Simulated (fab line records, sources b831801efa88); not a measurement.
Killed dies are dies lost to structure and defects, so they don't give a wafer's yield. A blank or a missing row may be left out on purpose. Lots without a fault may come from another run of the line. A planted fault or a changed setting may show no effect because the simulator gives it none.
fab line records | flow sky130
record lots=5 wafers=15 last_day=48
route steps=708 shown VIA3@577 METAL4@598 CAP2M@603
lots that met no fault: from a run of the same line without faults
start_h: hours from the record's first day to the start of the lot's first wafer shown | wait_h: hours since the lot's step before | " the same as in the row above | L1.1+2: a row that stands for several wafers | - no value, or no start given | * or withheld: withheld | < > ~ a bound
route shown NAME@n: a module of which the file shows steps, and the number in the route of the first | usual: mean/standard deviation of fault-free wafers | same: alike in all rows | chamber/n: place in a boat | sites: the reading at each site | _std_site: their standard deviation | _edge_site: outer sites' mean less inner sites' | radius_mm: how far each site lies from the wafer's centre | mask NAME#n: copy n | behind: the tool/chamber that last shaped the wafer | hold: why the lot was held/for how many hours/how that ended | device: the transistor (n, p or np) that didn't switch | end of line: the same wafers' tests at the end of the route | a step without rows: its recipe alone | killed: dies lost to structure and defects at the first sort, not the wafer's yield | map: a wafer's dies, x killed, . not, _ none there
set.NAME: the setting as run; set.NAME@STEP: as run at that earlier step | model.NAME: the simulator's own value behind a step, which no gauge read
lots at some steps of the route; a table a step, a row a wafer
services: from which hour (start_h, from the record's first day; less than 0 if before it) a tool's chamber was out of use, for how many hours, and why
## steps
# step SKY_VIA3_DEHYDRATE_04
# recipe temp_c=200 time_s=60
# usual heater_power_total_W=160.36/0.13
# columns lot.wafer tool chamber start_h wait_h heater_power_total_W
L075.2 litho_track-04 0 917.21 11.7 160.28
L075.3 " 0 " " 160.53
L075.5 " 0 " " 160.38
L077.2 litho_track-02 0 956.82 11.7 160.50
L077.3 " 0 " " 160.26
L077.6 " 0 " " 160.34
L080.1 litho_track-02 0 964.50 11.7 160.31
L080.3 " 0 " " 160.40
L080.4 " 0 " " 160.26
L081.1 litho_track-02 0 975.90 12.1 160.34
L081.2 " 0 " " 160.26
L081.4 " 0 " " 160.27
L088.3 litho_track-02 0 1003.05 10.0 160.49
L088.5 " 0 " " 160.60
L088.6 " 0 " " 160.24
# step SKY_VIA3_HMDS_05
# recipe prime_time_s=60 prime_temp_c=120
# columns lot.wafer tool chamber start_h wait_h
L075.2+3+5 litho_track-04 0 917.36 0.1
L077.2+3+6 litho_track-02 0 956.97 0.1
L080.1+3+4 litho_track-02 0 964.65 0.1
L081.1+2+4 litho_track-02 0 976.05 0.1
L088.3+5+6 litho_track-02 0 1003.20 0.1
# step SKY_VIA3_COAT_06
# recipe resist=BARC temp_c=withheld time_s=withheld spin_rpm=3000 resist_thk_nm=60
# usual dispense_pressure_kPa=52.0/2.9
# columns lot.wafer tool chamber start_h wait_h dispense_pressure_kPa
L075.2 litho_track-04 0 917.51 0.1 55.2
L075.3 " 0 " " 55.2
L075.5 " 0 " " 55.2
L077.2 litho_track-02 0 957.12 0.1 49.3
L077.3 " 0 " " 49.3
L077.6 " 0 " " 49.4
L080.1 litho_track-02 0 964.80 0.1 49.4
L080.3 " 0 " " 49.3
L080.4 " 0 " " 49.3
L081.1 litho_track-02 0 976.20 0.1 49.3
L081.2 " 0 " " 49.3
L081.4 " 0 " " 49.4
L088.3 litho_track-02 0 1003.35 0.1 49.4
L088.5 " 0 " " 49.3
L088.6 " 0 " " 49.4
# step SKY_VIA3_COAT_07
# recipe resist=KrF-thick spin_rpm=3000 resist_thk_nm=450
# usual dispense_pressure_kPa=52.0/2.9
# columns lot.wafer tool chamber start_h wait_h dispense_pressure_kPa
L075.2 litho_track-04 0 - - 55.1
L075.3 " 0 " " 55.2
L075.5 " 0 " " 55.2
L077.2 litho_track-02 0 - - 49.3
L077.3 " 0 " " 49.4
L077.6 " 0 " " 49.3
L080.1 litho_track-02 0 - - 49.3
L080.3 " 0 " " 49.3
L080.4 " 0 " " 49.3
L081.1 litho_track-02 0 - - 49.3
L081.2 " 0 " " 49.4
L081.4 " 0 " " 49.4
L088.3 litho_track-02 0 - - 49.3
L088.5 " 0 " " 49.3
L088.6 " 0 " " 49.4
# step SKY_VIA3_SOFTBAKE_08
# recipe temp_c=100 time_s=88.45 resist=KrF-thick
# usual heater_power_total_W=57.66/0.15
# columns lot.wafer tool chamber start_h wait_h heater_power_total_W
L075.2 litho_track-04 0 - - 57.53
L075.3 " 0 " " 57.64
L075.5 " 0 " " 57.58
L077.2 litho_track-02 0 - - 57.89
L077.3 " 0 " " 57.84
L077.6 " 0 " " 57.48
L080.1 litho_track-02 0 - - 57.76
L080.3 " 0 " " 57.78
L080.4 " 0 " " 57.73
L081.1 litho_track-02 0 - - 57.49
L081.2 " 0 " " 57.61
L081.4 " 0 " " 57.66
L088.3 litho_track-02 0 - - 57.83
L088.5 " 0 " " 57.62
L088.6 " 0 " " 57.57
# step SKY_VIA3_EXPOSE_09
# recipe mask_id=VIM3 na=0.8 source_shape=annular sigma_inner=0.55 sigma_outer=0.85 target_cd_nm=200 dose_mj=38
# same sigma_outer=0.85
# columns lot.wafer tool chamber start_h wait_h mask
L075.2+3+5 krf_scanner-01 0 - - VIM3#0
L077.2+3+6 krf_scanner-01 0 - - VIM3#0
L080.1+3+4 krf_scanner-01 0 - - VIM3#0
L081.1+2+4 krf_scanner-02 0 - - VIM3#0
L088.3+5+6 krf_scanner-02 0 - - VIM3#0
# step SKY_VIA3_PEB_10
# recipe peb_temp_c=withheld peb_time_s=withheld resist=KrF-thick
# columns lot.wafer tool chamber start_h wait_h
L075.2+3+5 litho_track-04 0 - -
L077.2+3+6 litho_track-02 0 - -
L080.1+3+4 litho_track-02 0 - -
L081.1+2+4 litho_track-01 0 - -
L088.3+5+6 litho_track-01 0 - -
# step SKY_VIA3_DEVELOP_11
# recipe develop_time_s=60 resist=KrF-thick dev_temp_c=21
# columns lot.wafer tool chamber start_h wait_h
L075.2+3+5 litho_track-04 0 - -
L077.2+3+6 litho_track-02 0 - -
L080.1+3+4 litho_track-02 0 - -
L081.1+2+4 litho_track-01 0 - -
L088.3+5+6 litho_track-01 0 - -
# step SKY_VIA3_CD_MEAS_12
# recipe target_cd_nm=200
# usual cd_nm=200.3/1.4
# columns lot.wafer tool chamber start_h wait_h cd_nm
L075.2 cd_sem-01 - 929.71 - 199.8
L075.3 " - " " 197.6
L075.5 " - " " 198.8
L077.2 cd_sem-01 - 970.22 - 199.5
L077.3 " - " " 197.9
L077.6 " - " " 197.6
L080.1 cd_sem-01 - 977.65 - 201.5
L080.3 " - " " 200.4
L080.4 " - " " 202.8
L081.1 cd_sem-01 - 988.17 - 199.7
L081.2 " - " " 200.9
L081.4 " - " " 200.4
L088.3 cd_sem-02 - 1015.06 - 202.4
L088.5 " - " " 202.5
L088.6 " - " " 202.4
# step SKY_VIA3_OVL_MEAS_13
# usual VIA3_OVL=-3/5.7
# columns lot.wafer tool chamber start_h wait_h VIA3_OVL[nm]
L075.2 overlay-02 - 929.81 0.1 -6
L075.3 " - " " -9
L075.5 " - " " -5
L077.2 overlay-02 - 970.32 0.1 -6
L077.3 " - " " -2
L077.6 " - " " -4
L080.1 overlay-01 - 977.77 0.1 -5
L080.3 " - " " -5
L080.4 " - " " -8
L081.1 overlay-01 - 988.29 0.1 -10
L081.2 " - " " -5
L081.4 " - " " -13
L088.3 overlay-01 - 1015.15 0.1 -11
L088.5 " - " " -10
L088.6 " - " " -10
# step SKY_VIA3_ETCH_14
# recipe chemistry=N2/H2 target=BARC ion_energy_ev=200 source_w=500 bias_w=100 pressure_mtorr=30 n2_flow_sccm=100 h2_flow_sccm=200 stop_on=SiO2 time_s=45.9 target_depth_a=600
# usual drypump_motor_current_A=5.7/0.52 oes_product_au=0.855/0.0042 throttle_valve_pct=13.225/0.0089
# columns lot.wafer tool chamber start_h wait_h drypump_motor_current_A oes_product_au rf_hours_counter_h throttle_valve_pct
L075.2 rie_diel-02 1 929.84 0.0 6.0 0.852 13 13.232
L075.3 " 3 " " 6.3 0.851 14 13.223
L075.5 " 3 " " 6.3 0.847 - 13.225
L077.2 rie_diel-04 0 970.35 0.0 5.1 0.853 19 13.213
L077.3 " 2 " " 5.2 0.851 25 13.203
L077.6 " 0 " " 5.1 0.857 - 13.221
L080.1 rie_diel-01 1 977.80 0.0 5.2 0.861 20 13.219
L080.3 " 3 " " 5.9 0.854 24 13.228
L080.4 " 2 " " 6.5 0.859 7 13.237
L081.1 rie_diel-01 2 988.33 0.0 6.4 0.853 7 13.237
L081.2 " 1 " " 5.2 0.858 21 13.232
L081.4 " 3 " " 5.9 0.849 - 13.216
L088.3 rie_diel-02 0 1015.18 0.0 4.9 0.856 19 13.246
L088.5 " 0 " " 4.9 0.856 - 13.227
L088.6 " 1 " " 6.0 0.850 - 13.230
# step SKY_VIA3_ETCH_15
# recipe target=SiO2 chemistry=C4F8/O2/Ar target_depth_nm=507 stop_on=TiN mask_material=KrF-thick source_w=1500 bias_w=1200 pressure_mtorr=40 c4f8_flow_sccm=withheld O2_flow_sccm=6 Ar_flow_sccm=300 time_s=78
# usual oes_product_au=0.946/0.0054
# columns lot.wafer tool chamber start_h wait_h oes_product_au rf_hours_counter_h
L075.2 rie_diel-02 1 929.89 0.0 0.949 13
L075.3 " 3 " " 0.938 14
L075.5 " 3 " " 0.937 -
L077.2 rie_diel-04 0 970.39 0.0 0.943 20
L077.3 " 2 " " 0.945 25
L077.6 " 0 " " 0.949 -
L080.1 rie_diel-01 1 977.84 0.0 0.949 20
L080.3 " 3 " " 0.943 25
L080.4 " 2 " " 0.949 7
L081.1 rie_diel-01 2 988.37 0.0 0.945 7
L081.2 " 1 " " 0.936 21
L081.4 " 3 " " 0.956 -
L088.3 rie_diel-02 0 1015.22 0.0 0.948 19
L088.5 " 0 " " 0.939 -
L088.6 " 1 " " 0.940 -
# step SKY_VIA3_STRIP_16
# recipe chemistry=O2/N2 power_w=1400 pressure_mtorr=1500 platen_temp_c=withheld o2_flow_sccm=3000 n2_flow_sccm=300 overash_fraction=0.5
# usual drypump_motor_current_A=5.9/0.36 oes_product_au=0.401/0.0048 strip_time_to_endpoint_s=4.11/0.034
# columns lot.wafer tool chamber start_h wait_h drypump_motor_current_A oes_product_au rf_hours_counter_h strip_time_to_endpoint_s
L075.2 plasma_asher-03 1 929.95 0.0 5.9 0.405 79 4.13
L075.3 " 1 " " 5.9 0.411 - 4.16
L075.5 " 1 " " 5.9 0.403 - 4.13
L077.2 plasma_asher-03 1 970.45 0.0 5.9 0.397 83 4.04
L077.3 " 1 " " 5.9 0.400 - 4.13
L077.6 " 0 " " 6.5 0.395 - 4.06
L080.1 plasma_asher-01 1 977.90 0.0 5.2 0.401 117 4.07
L080.3 " 1 " " 5.2 0.405 - 4.08
L080.4 " 0 " " 5.9 0.400 - 4.08
L081.1 plasma_asher-01 0 988.43 0.0 5.9 0.389 118 4.07
L081.2 " 1 " " 5.2 0.392 118 4.04
L081.4 " 0 " " 5.9 0.396 - 4.09
L088.3 plasma_asher-01 0 1015.31 0.1 5.9 0.393 - 4.13
L088.5 " 1 " " 5.2 0.400 - 4.10
L088.6 " 0 " " 5.9 0.401 - 4.13
# step SKY_VIA3_STRIP_17
# recipe chemistry=post_etch_residue_remover time_s=1200 temp_c=72.5
# columns lot.wafer tool chamber start_h wait_h
L075.2+3+5 wet_bench-04 3 930.05 0.1
L077.2+3+6 wet_bench-04 3 970.55 0.1
L080.1+3+4 wet_bench-02 3 978.00 0.1
L081.1+2+4 wet_bench-02 0 988.53 0.1
L088.3+5+6 wet_bench-04 0 1015.38 0.0
# step SKY_VIA3_CLEAN_18
# recipe chemistry=IPA time_s=180 temp_c=25
# columns lot.wafer tool chamber start_h wait_h
L075.2+3+5 wet_bench-03 0 930.42 0.0
L077.2+3+6 wet_bench-04 3 971.30 0.0
L080.1+3+4 wet_bench-02 2 978.36 0.0
L081.1+2+4 wet_bench-04 2 988.87 0.0
L088.3+5+6 wet_bench-02 2 1016.06 0.0
# step SKY_VIA3_CLEAN_19
# recipe chemistry=O3/DIW dry=n2_spin
# columns lot.wafer tool chamber start_h wait_h
L075.2+3+5 wet_bench-02 0 930.48 0.0
L077.2+3+6 wet_bench-04 1 971.43 0.0
L080.1+3+4 wet_bench-03 2 978.42 0.0
L081.1+2+4 wet_bench-03 1 988.99 0.0
L088.3+5+6 wet_bench-03 2 1016.12 0.0
# step SKY_VIA3_SPUTTER_20
# recipe material=TiN target_thk_nm=20 chamber_pressure_pa=5 power_w=4000 time_s=80
# usual throttle_valve_pct=30.0/1.4
# columns lot.wafer tool chamber start_h wait_h throttle_valve_pct
L075.2 pvd_sputter-02 - 930.58 0.0 28.8
L075.3 " - " " 30.2
L075.5 " - " " 30.1
L077.2 pvd_sputter-02 - 971.63 0.0 29.0
L077.3 " - " " 31.8
L077.6 " - " " 30.2
L080.1 pvd_sputter-01 - 978.51 0.0 32.1
L080.3 " - " " 28.9
L080.4 " - " " 31.0
L081.1 pvd_sputter-03 - 989.08 0.0 30.0
L081.2 " - " " 30.3
L081.4 " - " " 30.8
L088.3 pvd_sputter-02 - 1016.21 0.0 28.9
L088.5 " - " " 30.3
L088.6 " - " " 31.6
# step SKY_VIA3_CVD_21
# recipe material=W target_thk_nm=390 time_s=117.31 temp_c=400 pressure_torr=40
# usual heater_power_w=909/72
# columns lot.wafer tool chamber start_h wait_h heater_power_w
L075.2 cvd_w-01 1 930.64 0.0 887
L075.3 " 1 " " 863
L075.5 " 1 " " 891
L077.2 cvd_w-01 0 971.73 0.1 914
L077.3 " 0 " " 930
L077.6 " 0 " " 922
L080.1 cvd_w-01 1 978.57 0.0 874
L080.3 " 0 " " 923
L080.4 " 1 " " 879
L081.1 cvd_w-01 1 989.14 0.0 888
L081.2 " 0 " " 903
L081.4 " 0 " " 933
L088.3 cvd_w-02 0 1016.32 0.1 831
L088.5 " 0 " " 812
L088.6 " 1 " " 990
# step SKY_VIA3_RS_MEAS_22
# recipe thk_meas_gauge=four-point-probe reads=W_of_VIA3_CVD_21+TiN_of_VIA3_SPUTTER_20
# usual VIA3_W_RS=0.293/0.0034
# columns lot.wafer tool chamber start_h wait_h VIA3_W_RS[ohm/sq]
L075.2 film_metro-04 - 930.79 0.1 0.294
L075.3 " - " " 0.293
L075.5 " - " " 0.289
L077.2 film_metro-02 - 971.95 0.2 0.286
L077.3 " - " " 0.283
L077.6 " - " " 0.288
L080.1 film_metro-02 - 978.70 0.1 0.294
L080.3 " - " " 0.291
L080.4 " - " " 0.293
L081.1 film_metro-02 - 989.26 0.1 0.301
L081.2 " - " " 0.296
L081.4 " - " " 0.294
L088.3 film_metro-04 - 1016.44 0.1 0.296
L088.5 " - " " 0.293
L088.6 " - " " 0.291
# step SKY_VIA3_THK_MEAS_23
# recipe thk_meas_gauge=xrf reads=W_of_VIA3_CVD_21
# usual VIA3_W_THK=386/5.2
# columns lot.wafer tool chamber start_h wait_h VIA3_W_THK[nm]
L075.2 film_metro-04 - 930.90 0.1 384
L075.3 " - " " 387
L075.5 " - " " 393
L077.2 film_metro-02 - 972.06 0.1 395
L077.3 " - " " 393
L077.6 " - " " 390
L080.1 film_metro-02 - 978.82 0.1 380
L080.3 " - " " 388
L080.4 " - " " 383
L081.1 film_metro-02 - 989.38 0.1 378
L081.2 " - " " 385
L081.4 " - " " 387
L088.3 film_metro-04 - 1016.54 0.1 380
L088.5 " - " " 381
L088.6 " - " " 383
# step SKY_VIA3_CMP_24
# recipe stop_on=SiO2 t_overpolish_s=20 down_force_psi=3.5 platen_rpm=60 target_thk_nm=0 pad_velocity_m_s=0.94248
# usual motor_current_A=10.8/1.4 overpolish_run_s=19.999/0.0096 time_to_endpoint_s=95/4.7
# columns lot.wafer tool chamber start_h wait_h motor_current_A overpolish_run_s time_to_endpoint_s
L075.2 cmp-02 1 930.95 0.0 12.9 19.988 106
L075.3 " 3 " " 9.6 20.005 100
L075.5 " 2 " " 12.9 19.995 103
L077.3 cmp-01 1 972.17 0.1 10.2 19.988 94
L077.2 " 2 " " 13.2 20.003 99
L077.6 " 1 " " 10.1 19.999 89
L080.4 cmp-01 3 978.95 0.1 10.2 20.006 97
L080.1 " 1 " " 9.8 19.998 86
L080.3 " 2 " " 12.0 20.024 97
L081.4 cmp-01 2 989.44 0.0 12.7 19.998 93
L081.1 " 3 " " 10.0 20.018 96
L081.2 " 1 " " 9.8 19.995 85
L088.3 cmp-02 1 1016.63 0.1 11.6 20.012 99
L088.6 " 0 " " 10.2 20.003 95
L088.5 " 1 " " 12.2 19.986 103
# step SKY_METAL4_SPUTTER_00
# recipe material=Ti target_thk_nm=15 power_w=3000 time_s=10 chamber_pressure_pa=0.4
# usual throttle_valve_pct=29.6/1.3
# columns lot.wafer tool chamber start_h wait_h throttle_valve_pct
L075.2 pvd_sputter-03 - 931.25 0.2 29.2
L075.3 " - " " 29.9
L075.5 " - " " 30.8
L077.2 pvd_sputter-03 - 972.47 0.2 30.6
L077.3 " - " " 29.9
L077.6 " - " " 30.3
L080.1 pvd_sputter-02 - 979.25 0.1 30.1
L080.3 " - " " 31.5
L080.4 " - " " 28.8
L081.1 pvd_sputter-02 - 989.74 0.2 31.6
L081.2 " - " " 30.2
L081.4 " - " " 28.8
L088.3 pvd_sputter-03 - 1016.88 0.2 29.3
L088.5 " - " " 30.2
L088.6 " - " " 30.9
# step SKY_METAL4_SPUTTER_01
# recipe material=TiN target_thk_nm=20 power_w=6500 time_s=16.7 chamber_pressure_pa=0.4
# usual throttle_valve_pct=29.6/1.3
# columns lot.wafer tool chamber start_h wait_h throttle_valve_pct
L075.2 pvd_sputter-03 - 931.27 0.0 29.4
L075.3 " - " " 30.2
L075.5 " - " " 31.0
L077.2 pvd_sputter-03 - 972.49 0.0 30.9
L077.3 " - " " 30.3
L077.6 " - " " 30.2
L080.1 pvd_sputter-02 - 979.27 0.0 30.1
L080.3 " - " " 31.7
L080.4 " - " " 28.6
L081.1 pvd_sputter-02 - 989.77 0.0 31.8
L081.2 " - " " 30.2
L081.4 " - " " 28.8
L088.3 pvd_sputter-03 - 1016.90 0.0 29.4
L088.5 " - " " 30.0
L088.6 " - " " 30.6
# step SKY_METAL4_SPUTTER_02
# recipe material=AlCu target_thk_nm=735 power_w=10600 time_s=39.1 chamber_pressure_pa=0.4
# usual throttle_valve_pct=29.6/1.4
# columns lot.wafer tool chamber start_h wait_h throttle_valve_pct
L075.2 pvd_sputter-03 - 931.29 0.0 29.3
L075.3 " - " " 29.9
L075.5 " - " " 30.7
L077.2 pvd_sputter-03 - 972.52 0.0 31.2
L077.3 " - " " 30.2
L077.6 " - " " 30.2
L080.1 pvd_sputter-02 - 979.30 0.0 30.2
L080.3 " - " " 31.7
L080.4 " - " " 28.9
L081.1 pvd_sputter-02 - 989.79 0.0 31.6
L081.2 " - " " 30.2
L081.4 " - " " 29.1
L088.3 pvd_sputter-03 - 1016.93 0.0 29.0
L088.5 " - " " 30.1
L088.6 " - " " 31.0
# step SKY_METAL4_SPUTTER_03
# recipe material=Ti target_thk_nm=5 power_w=3000 time_s=3.3 chamber_pressure_pa=0.4
# usual throttle_valve_pct=29.6/1.3
# columns lot.wafer tool chamber start_h wait_h throttle_valve_pct
L075.2 pvd_sputter-03 - 931.33 0.0 29.6
L075.3 " - " " 30.2
L075.5 " - " " 30.7
L077.2 pvd_sputter-03 - 972.56 0.0 30.8
L077.3 " - " " 30.0
L077.6 " - " " 30.2
L080.1 pvd_sputter-02 - 979.33 0.0 30.2
L080.3 " - " " 31.3
L080.4 " - " " 28.8
L081.1 pvd_sputter-02 - 989.83 0.0 31.7
L081.2 " - " " 30.2
L081.4 " - " " 28.7
L088.3 pvd_sputter-03 - 1016.96 0.0 29.1
L088.5 " - " " 30.4
L088.6 " - " " 30.9
# step SKY_METAL4_SPUTTER_04
# recipe material=TiN target_thk_nm=70 power_w=6500 time_s=58.3 chamber_pressure_pa=0.4
# usual throttle_valve_pct=29.6/1.3
# columns lot.wafer tool chamber start_h wait_h throttle_valve_pct
L075.2 pvd_sputter-03 - 931.35 0.0 29.7
L075.3 " - " " 30.1
L075.5 " - " " 30.6
L077.2 pvd_sputter-03 - 972.58 0.0 30.8
L077.3 " - " " 29.7
L077.6 " - " " 30.4
L080.1 pvd_sputter-02 - 979.35 0.0 30.2
L080.3 " - " " 31.7
L080.4 " - " " 28.6
L081.1 pvd_sputter-02 - 989.85 0.0 31.8
L081.2 " - " " 30.5
L081.4 " - " " 28.9
L088.3 pvd_sputter-03 - 1016.98 0.0 29.2
L088.5 " - " " 30.1
L088.6 " - " " 30.8
# step SKY_CAP2M_CVD_00
# recipe material=SiO2 target_thk_nm=15.5 temp_c=400 time_s=withheld rf_w=450
# usual heater_power_w=734/80
# columns lot.wafer tool chamber start_h wait_h heater_power_w
L075.2 pecvd-03 1 931.40 0.0 635
L075.3 " 0 " " 750
L075.5 " 0 " " 776
L077.2 pecvd-04 0 972.63 0.0 796
L077.3 " 2 " " 687
L077.6 " 1 " " 662
L080.1 pecvd-04 1 979.40 0.0 709
L080.3 " 0 " " 822
L080.4 " 1 " " 708
L081.1 pecvd-03 2 989.90 0.0 784
L081.2 " 1 " " 647
L081.4 " 1 " " 647
L088.3 pecvd-04 2 1017.04 0.0 732
L088.5 " 2 " " 713
L088.6 " 0 " " 748
# step SKY_CAP2M_THK_MEAS_01
# recipe reads=SiO2_of_CAP2M_CVD_00
# usual CAP2M_CVD_00_THK=15.41/0.23
# columns lot.wafer tool chamber start_h wait_h CAP2M_CVD_00_THK[nm]
L075.2 film_metro-03 - 931.43 - 15.76
L075.3 " - " " 15.48
L075.5 " - " " 15.65
L077.2 film_metro-01 - 972.66 - 14.70
L077.3 " - " " 14.95
L077.6 " - " " 15.38
L080.1 film_metro-01 - 979.44 - 15.14
L080.3 " - " " 15.39
L080.4 " - " " 15.25
L081.1 film_metro-03 - 989.93 - 15.18
L081.2 " - " " 15.53
L081.4 " - " " 15.50
L088.3 film_metro-03 - 1017.08 - 15.45
L088.5 " - " " 15.11
L088.6 " - " " 15.11
# step SKY_CAP2M_SPUTTER_02
# recipe material=TiN target_thk_nm=200 temp_c=300 power_w=6500 time_s=166.7 chamber_pressure_pa=0.4
# usual throttle_valve_pct=30.1/1.1
# columns lot.wafer tool chamber start_h wait_h throttle_valve_pct
L075.2 pvd_sputter-01 - 931.48 0.0 31.2
L075.3 " - " " 29.1
L075.5 " - " " 30.3
L077.2 pvd_sputter-04 - 972.71 0.0 28.9
L077.3 " - " " 27.9
L077.6 " - " " 30.4
L080.1 pvd_sputter-04 - 979.50 0.1 28.9
L080.3 " - " " 29.5
L080.4 " - " " 30.3
L081.1 pvd_sputter-04 - 989.99 0.1 30.5
L081.2 " - " " 29.0
L081.4 " - " " 28.0
L088.3 pvd_sputter-04 - 1017.12 0.0 30.3
L088.5 " - " " 27.9
L088.6 " - " " 30.4
# step SKY_CAP2M_RS_MEAS_03
# recipe thk_meas_gauge=four-point-probe reads=TiN_of_CAP2M_SPUTTER_02
# usual CAP2M_TIN_RS=6.89/0.079
# columns lot.wafer tool chamber start_h wait_h CAP2M_TIN_RS[ohm/sq]
L075.2 film_metro-01 - 931.61 0.1 6.88
L075.3 " - " " 6.86
L075.5 " - " " 6.83
L077.2 film_metro-03 - 972.84 0.1 6.94
L077.3 " - " " 6.84
L077.6 " - " " 6.94
L080.1 film_metro-02 - 979.60 0.1 7.10
L080.3 " - " " 6.93
L080.4 " - " " 7.01
L081.1 film_metro-02 - 990.10 0.1 7.01
L081.2 " - " " 7.01
L081.4 " - " " 6.93
L088.3 film_metro-02 - 1017.27 0.1 6.88
L088.5 " - " " 6.82
L088.6 " - " " 6.88
# step SKY_CAP2M_THK_MEAS_04
# recipe thk_meas_gauge=xrf reads=TiN_of_CAP2M_SPUTTER_02
# usual CAP2M_TIN_THK=199.8/2.5
# columns lot.wafer tool chamber start_h wait_h CAP2M_TIN_THK[nm]
L075.2 film_metro-01 - 931.72 0.1 199.0
L075.3 " - " " 200.2
L075.5 " - " " 200.9
L077.2 film_metro-03 - 972.95 0.1 198.6
L077.3 " - " " 202.7
L077.6 " - " " 200.0
L080.1 film_metro-02 - 979.72 0.1 194.5
L080.3 " - " " 198.4
L080.4 " - " " 196.6
L081.1 film_metro-02 - 990.22 0.1 197.1
L081.2 " - " " 196.2
L081.4 " - " " 199.8
L088.3 film_metro-02 - 1017.37 0.1 198.9
L088.5 " - " " 201.1
L088.6 " - " " 200.0
# step SKY_CAP2M_DEHYDRATE_05
# recipe temp_c=200 time_s=60
# usual heater_power_total_W=160.38/0.12
# columns lot.wafer tool chamber start_h wait_h heater_power_total_W
L075.2 litho_track-02 0 943.42 11.7 160.28
L075.3 " 0 " " 160.55
L075.5 " 0 " " 160.44
L077.2 litho_track-03 0 983.72 10.8 160.34
L077.3 " 0 " " 160.41
L077.6 " 0 " " 160.44
L080.1 litho_track-03 0 990.55 10.8 160.54
L080.3 " 0 " " 160.21
L080.4 " 0 " " 160.52
L081.1 litho_track-02 0 1001.05 10.8 160.24
L081.2 " 0 " " 160.24
L081.4 " 0 " " 160.35
L088.3 litho_track-01 0 1028.02 10.6 160.22
L088.5 " 0 " " 160.52
L088.6 " 0 " " 160.26
# step SKY_CAP2M_HMDS_06
# recipe prime_time_s=60 prime_temp_c=120
# columns lot.wafer tool chamber start_h wait_h
L075.2+3+5 litho_track-02 0 943.57 0.1
L077.2+3+6 litho_track-03 0 983.87 0.1
L080.1+3+4 litho_track-03 0 990.70 0.1
L081.1+2+4 litho_track-02 0 1001.20 0.1
L088.3+5+6 litho_track-01 0 1028.17 0.1
# step SKY_CAP2M_COAT_07
# recipe resist=NOVOLAK spin_rpm=3000 resist_thk_nm=1140
# usual dispense_pressure_kPa=48.9/1.4
# columns lot.wafer tool chamber start_h wait_h dispense_pressure_kPa
L075.2 litho_track-02 0 943.72 0.1 49.3
L075.3 " 0 " " 49.4
L075.5 " 0 " " 49.4
L077.2 litho_track-03 0 984.02 0.1 49.8
L077.3 " 0 " " 49.8
L077.6 " 0 " " 49.8
L080.1 litho_track-03 0 990.85 0.1 49.8
L080.3 " 0 " " 49.8
L080.4 " 0 " " 49.8
L081.1 litho_track-02 0 1001.35 0.1 49.3
L081.2 " 0 " " 49.3
L081.4 " 0 " " 49.4
L088.3 litho_track-01 0 1028.32 0.1 46.3
L088.5 " 0 " " 46.3
L088.6 " 0 " " 46.3
# step SKY_CAP2M_SOFTBAKE_08
# recipe temp_c=90 time_s=60 resist=NOVOLAK
# usual heater_power_total_W=56.60/0.045
# columns lot.wafer tool chamber start_h wait_h heater_power_total_W
L075.2 litho_track-02 0 943.87 0.1 56.61
L075.3 " 0 " " 56.60
L075.5 " 0 " " 56.56
L077.2 litho_track-03 0 984.17 0.1 56.57
L077.3 " 0 " " 56.58
L077.6 " 0 " " 56.54
L080.1 litho_track-03 0 991.00 0.1 56.51
L080.3 " 0 " " 56.53
L080.4 " 0 " " 56.55
L081.1 litho_track-02 0 1001.50 0.1 56.66
L081.2 " 0 " " 56.64
L081.4 " 0 " " 56.65
L088.3 litho_track-01 0 1028.47 0.1 56.56
L088.5 " 0 " " 56.67
L088.6 " 0 " " 56.55
# step SKY_CAP2M_EXPOSE_09
# recipe mask_id=CAP2M na=0.6 source_shape=conventional sigma_outer=0.6 polarization=unpolarized target_cd_nm=1000 dose_mj=159
# same sigma_outer=0.6
# columns lot.wafer tool chamber start_h wait_h mask
L075.2+3+5 iline_stepper-01 0 - - CAP2M#0
L077.2+3+6 iline_stepper-02 0 - - CAP2M#0
L080.1+3+4 iline_stepper-02 0 - - CAP2M#0
L081.1+2+4 iline_stepper-01 0 - - CAP2M#0
L088.3+5+6 iline_stepper-02 0 - - CAP2M#0
# step SKY_CAP2M_PEB_10
# recipe temp_c=withheld time_s=* resist=NOVOLAK
# columns lot.wafer tool chamber start_h wait_h
L075.2+3+5 litho_track-01 0 - -
L077.2+3+6 litho_track-01 0 - -
L080.1+3+4 litho_track-01 0 - -
L081.1+2+4 litho_track-02 0 - -
L088.3+5+6 litho_track-01 0 - -
# step SKY_CAP2M_DEVELOP_11
# recipe resist=NOVOLAK developer=TMAH develop_time_s=60 dev_temp_c=23
# columns lot.wafer tool chamber start_h wait_h
L075.2+3+5 litho_track-01 0 956.00 0.1
L077.2+3+6 litho_track-01 0 995.75 0.1
L080.1+3+4 litho_track-01 0 1002.17 0.1
L081.1+2+4 litho_track-02 0 1012.45 0.1
L088.3+5+6 litho_track-01 0 1039.92 0.1
# step SKY_CAP2M_OVL_MEAS_12
# usual CAP2M_OVL=-1.2/1.5
# columns lot.wafer tool chamber start_h wait_h CAP2M_OVL[nm]
L075.2 overlay-01 - 956.13 0.1 -1.1
L075.3 " - " " -1.6
L075.5 " - " " -0.8
L077.2 overlay-02 - 995.88 0.1 -0.6
L077.3 " - " " -1.6
L077.6 " - " " 0.6
L080.1 overlay-01 - 1002.32 0.1 -1.8
L080.3 " - " " -0.8
L080.4 " - " " -1.2
L081.1 overlay-01 - 1012.60 0.1 -1.2
L081.2 " - " " 0.2
L081.4 " - " " -1.2
L088.3 overlay-02 - 1040.03 0.1 -0.3
L088.5 " - " " 1.3
L088.6 " - " " -1.2
## services
# columns tool chamber start_h hours kind
cmp-01 - 897.54 3.4 pm
iline_stepper-02 - 900.94 5.5 repair
pecvd-04 0 906.33 6.3 repair
krf_scanner-01 - 910.03 1.3 pm
krf_scanner-01 - 911.33 3.6 pm
cmp-01 - 912.53 4.0 pm
iline_stepper-02 - 921.74 1.7 pm
rie_diel-01 - 922.33 4.1 repair
cmp-01 - 924.53 1.1 repair
rie_diel-01 2 939.47 2.4 repair
rie_diel-01 3 949.26 9.5 repair
pvd_sputter-03 - 950.59 4.6 repair
cvd_w-01 1 955.89 17.8 repair
cmp-01 - 965.80 1.2 repair
krf_scanner-01 - 991.09 1.0 pm
cmp-01 - 992.07 5.0 repair
iline_stepper-02 - 994.57 6.0 repair
pecvd-04 - 1000.50 2.4 repair
cvd_w-01 0 1011.16 4.4 repair
rie_diel-02 3 1013.68 4.4 repair
krf_scanner-01 - 1015.00 0.8 pm
iline_stepper-02 - 1016.17 5.7 repair
plasma_asher-01 - 1025.69 1.5 repair
cvd_w-01 0 1029.14 3.4 repair
## key
fault none
